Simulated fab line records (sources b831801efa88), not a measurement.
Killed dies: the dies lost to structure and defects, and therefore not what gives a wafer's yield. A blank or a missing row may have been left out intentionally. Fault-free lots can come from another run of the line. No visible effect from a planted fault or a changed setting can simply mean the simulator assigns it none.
What tool caused it? ; flow gf180mcu ; 11 lots, 33 wafers sampled, at 4 steps of a route of 602

## WHAT EACH GAUGE READ, for each wafer
GF_PASSIVATION_THK_MEAS_01.
lot;measured;on;PASSIVATION_CVD_00_THK (nm)
L370;day 28 13:46;film_metro-01;985 1007 995
L371;day 28 23:46;film_metro-04;992 987 997
L374;day 29 15:14;film_metro-03;991 999 998
L377;day 30 11:57;film_metro-04;546 556 1012 546 556 1012
L380;day 31 04:31;film_metro-03;534 980 1004 534 980 1004
L387;day 33 03:23;film_metro-03;1018 1010 1011
L388;day 33 09:19;film_metro-04;990 991 1011
L389;day 33 20:11;film_metro-03;989 992 983
L391;day 34 03:39;film_metro-04;1007 989 1020
L390;day 34 05:39;film_metro-04;994 991 1010
L392;day 34 12:02;film_metro-04;991 988 992

## EACH LOT AND THE TOOL THAT RAN IT (in order: tool; ch and the chambers of the sampled wafers; start)
lot;GF_V5_SPUTTER_21;GF_TOP_METAL_SPUTTER_00;GF_PASSIVATION_CVD_00
L370;pvd_sputter-01, day 27 16:19;pvd_sputter-03, day 27 17:01;pecvd-03 ch 0,1, day 28 13:41
L371;pvd_sputter-02, day 28 02:26;pvd_sputter-01, day 28 03:08;pecvd-01 ch 1,2, day 28 23:40
L374;pvd_sputter-01, day 28 17:55;pvd_sputter-01, day 28 18:37;pecvd-03 ch 0,1, day 29 15:08
L377;pvd_sputter-02, day 29 15:40;pvd_sputter-01, day 29 16:21;pecvd-03 ch 0,2, day 30 11:51
L380;pvd_sputter-02, day 30 08:59;pvd_sputter-04, day 30 09:40;pecvd-03 ch 0,1,2, day 31 04:26
L387;pvd_sputter-01, day 32 09:43;pvd_sputter-03, day 32 10:23;pecvd-01 ch 0,1,2, day 33 03:19
L388;pvd_sputter-01, day 32 15:52;pvd_sputter-04, day 32 16:34;pecvd-03 ch 0,1,2, day 33 09:13
L389;pvd_sputter-02, day 33 03:25;pvd_sputter-01, day 33 04:07;pecvd-01 ch 0,1,2, day 33 20:06
L391;pvd_sputter-01, day 33 11:06;pvd_sputter-04, day 33 11:47;pecvd-03 ch 0,1,2, day 34 03:34
L390;pvd_sputter-01, day 33 12:06;pvd_sputter-01, day 33 12:54;pecvd-04 ch 0,1, day 34 05:35
L392;pvd_sputter-01, day 33 19:23;pvd_sputter-03, day 33 20:05;pecvd-01 ch 0,1,2, day 34 11:58
- GF_V5_SPUTTER_21: material Ti, target thk 15 nm, time 80.02 s.
- GF_TOP_METAL_SPUTTER_00: material Ti, target thk 37.5 nm, time 150 s.
- GF_PASSIVATION_CVD_00: deposits SiO2 from TEOS, target thk 1000 nm, time 111.95 s.

## THE ANSWER, worked out from the rows above alone
Rule: the lots themselves supply what counts as usual. The widest of any qualifying gaps counts: lots, ordered by their means at a reading, are off when they make up no more than a third of the lots, leave a main group of 4 or more, and stand apart from it by 3 or more times the standard deviation of that group's means. Not used: any main group whose means are identical at the precision the tables above print for the reading. A lot without any number at a reading at which 4 lots or more have one is off too. Any other lot the step has rows for is counted as sound.
Off: L377, L380, seen at GF_PASSIVATION_THK_MEAS_01 (PASSIVATION_CVD_00_THK). Mean 997 nm and standard deviation 7.3 in the main group.
A tool fits if, at a process step before that reading, it ran every lot that is off, and no sound lot after the first of them. Gauges at GF_PASSIVATION_THK_MEAS_01: tried the same way as those tools. None of those tried fits.

## WHAT THE SIMULATOR HAD PUT IN
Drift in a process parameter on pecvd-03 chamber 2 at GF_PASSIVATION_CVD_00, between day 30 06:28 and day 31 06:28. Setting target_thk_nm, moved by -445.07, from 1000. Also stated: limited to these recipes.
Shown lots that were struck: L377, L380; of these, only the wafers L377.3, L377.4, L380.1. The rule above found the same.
